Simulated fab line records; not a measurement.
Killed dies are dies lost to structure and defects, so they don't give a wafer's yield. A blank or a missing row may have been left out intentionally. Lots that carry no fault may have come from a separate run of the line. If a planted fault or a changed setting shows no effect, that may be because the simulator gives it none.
Struck lot and sound lot, side by side | flow sky130 | 16 out of 708 route steps
Sound: the wafers L207.2, L207.4, L207.6. Struck: wafer L212.1 (left out: L212.2, L212.6 of the same lot, which were not struck); the cause appears at the end.
Each step with rows lists, per side, the tool, then ch with its chambers, then its first start. Under that, the readings that differ: sound wafers | struck wafers | difference of the means | sigmas: that difference in standard deviations of wafers without a fault.
alike: readings whose means differ by less than 2 such deviations, and words and numbers that are the same on both sides. not compared: withheld readings, readings that some wafer has no value for, bounds like >300 that may hide the same value, and numbers for which the record gives no deviation and whose values overlap.
The two part at a step that has a row with sigmas, a row that says differs or no value, or rows on one side only. Non-overlapping numbers with no deviation appear without sigmas and do not part them. Lack of a reading on every wafer of one side parts them only where that side has two or more wafers.

first, 3 steps without rows for these wafers: SKY_METAL1_EXPOSE_12 (exposes mask MM1, target cd 140 nm); SKY_METAL1_PEB_13; SKY_METAL1_DEVELOP_14 (develop time 60 s).
SKY_METAL1_CD_MEAS_15: the cd target is 140 nm.
  sound on cd-sem-01, day 33 05:21; struck on cd-sem-02, day 35 19:02
  alike: cd-nm
SKY_METAL1_OVL_MEAS_16:
  sound on overlay-02, day 33 05:28; struck on overlay-01, day 35 19:09
  alike: METAL1_OVL
SKY_METAL1_DESCUM_17: chemistry O2, time 8 s.
  sound on rie-metal-04 ch 0,1, day 33 05:29; struck on rie-metal-01 ch 0, day 35 19:11
  alike: chamber-pressure-mTorr, drypump-motor-current-A, oes-product-au
  not compared: rf-hours-counter-h
SKY_METAL1_ETCH_18: etches BARC in N2/H2, stops on SiO2, time 45.9 s, target depth 60 nm.
  sound on rie-metal-04 ch 0,1, day 33 05:31; struck on rie-metal-01 ch 0, day 35 19:13
  alike: bias-w, chamber-pressure-mTorr, drypump-motor-current-A, oes-product-au, throttle-valve-pct
  not compared: rf-hours-counter-h
SKY_METAL1_METAL_ETCH_19: etches the open film in Cl2/BCl3, stops on SiO2, target depth 360 nm, time 78 s.
  sound on rie-metal-04 ch 0,1, day 33 05:35; struck on rie-metal-01 ch 0, day 35 19:17
  alike: bias-w, chamber-pressure-mTorr, drypump-motor-current-A, oes-product-au, throttle-valve-pct
  not compared: rf-hours-counter-h
SKY_METAL1_STRIP_20: strips in O2/N2.
  sound on plasma-asher-04 ch 0,1, day 33 05:40; struck on plasma-asher-01 ch 1, day 35 19:22
  alike: chamber-pressure-mTorr, drypump-motor-current-A, oes-product-au, strip-time-to-endpoint-s
  not compared: rf-hours-counter-h
then, 3 steps without rows for these wafers: SKY_METAL1_STRIP_21 (strips in post etch residue remover, time 1200 s); SKY_METAL1_CLEAN_22 (cleans in IPA, time 180 s); SKY_METAL1_CLEAN_23 (cleans in O3/DIW).
SKY_VIA1_HDPCVD_00: deposits SiO2, target thk 1030 nm, time 171.7 s.
  sound on hdpcvd-01 ch 0,1, day 33 06:20; struck on hdpcvd-01 ch 0, day 35 19:58
  reading                                  | sound          | struck | difference | sigmas
  model.SiO2_of_VIA1_HDPCVD_00.thk-nm (nm) | 1042 1053 1033 | 682.3  | -360.4     |
SKY_VIA1_THK_MEAS_01:
  sound on film-metro-01, day 33 06:27; struck on film-metro-01, day 35 20:05
  reading              | sound          | struck | difference | sigmas
  VIA1_HDPCVD_THK (nm) | 1043 1053 1033 | 682    | -361       | -36
SKY_VIA1_CMP_02: polishes SiO2.
  sound on cmp-02 ch 0,2,3, day 33 06:30; struck on cmp-01 ch 2, day 35 20:08
  alike: motor-current-A
then, 1 step without rows for these wafers: SKY_PAD_OPEN_PROBE_99.

== WHERE THEY PART ==
At SKY_VIA1_THK_MEAS_01 and nowhere else, as far as this record goes. Later steps at which nothing parts them and some readings are alike: SKY_VIA1_CMP_02.

WHY: what the simulator had put in
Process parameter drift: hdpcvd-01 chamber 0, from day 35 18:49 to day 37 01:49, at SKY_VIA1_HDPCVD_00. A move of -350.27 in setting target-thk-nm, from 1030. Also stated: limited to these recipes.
